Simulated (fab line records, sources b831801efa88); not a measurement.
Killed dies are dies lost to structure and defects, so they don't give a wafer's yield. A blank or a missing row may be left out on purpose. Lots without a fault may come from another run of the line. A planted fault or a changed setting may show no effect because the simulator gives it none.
Chamber matching | flow gf180mcu | GF_V5_ETCH_16 on rie_diel-04: 4 sister chambers
The step etches BARC in N2/H2. 8 wafers are shown with their chamber, then 7 later ones without.

WAFERS WITH THEIR CHAMBER
wafer  | chamber | drypump_motor_current_A (A) | oes_product_au (a.u.)
L140.3 | 1       | 6.4                         | 0.856
L142.1 | 0       | 5.5                         | 0.854
L142.3 | 1       | 6.4                         | 0.852
L149.2 | 2       | 5.9                         | 0.859
L149.3 | 3       | 5.8                         | 0.860
L149.6 | 0       | 5.5                         | 0.847
L150.1 | 3       | 5.8                         | 0.859
L150.2 | 2       | 5.8                         | 0.853

WAFERS WITHOUT THEIR CHAMBER
wafer  | drypump_motor_current_A (A) | oes_product_au (a.u.)
L150.3 | 6.5                         | 0.849
L152.3 | 5.8                         | 0.856
L152.5 | 5.5                         | 0.849
L152.6 | 6.4                         | 0.858
L154.1 | 6.5                         | 0.846
L154.5 | 5.8                         | 0.846
L154.6 | 5.5                         | 0.856

WHICH CHAMBER EACH WENT THROUGH
wafer  | from the rows above     | in truth
L150.3 | 1                       | 1
L152.3 | can't be placed: 3 or 2 | 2
L152.5 | 0                       | 0
L152.6 | 1                       | 1
L154.1 | 1                       | 1
L154.5 | can't be placed: 2 or 3 | 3
L154.6 | 0                       | 0
Placed correctly: 5 of 7. Can't be placed from these rows: 2 (the true chamber is among the candidates in 2). Placed wrongly: 0.
How it was worked out, from the rows above alone: a wafer's distance from a chamber is the root of the sum, over the readings, of the square of ((its reading less the chamber's mean) divided by the reading's scatter). The wafer belongs to the nearest chamber; if the next one is less than 2 further off, it can't be placed. A chamber's mean is the mean of its shown wafers. The scatter: the root of (the sum of the squares of (reading less its chamber's mean) over the shown wafers, divided by (wafers less chambers)).
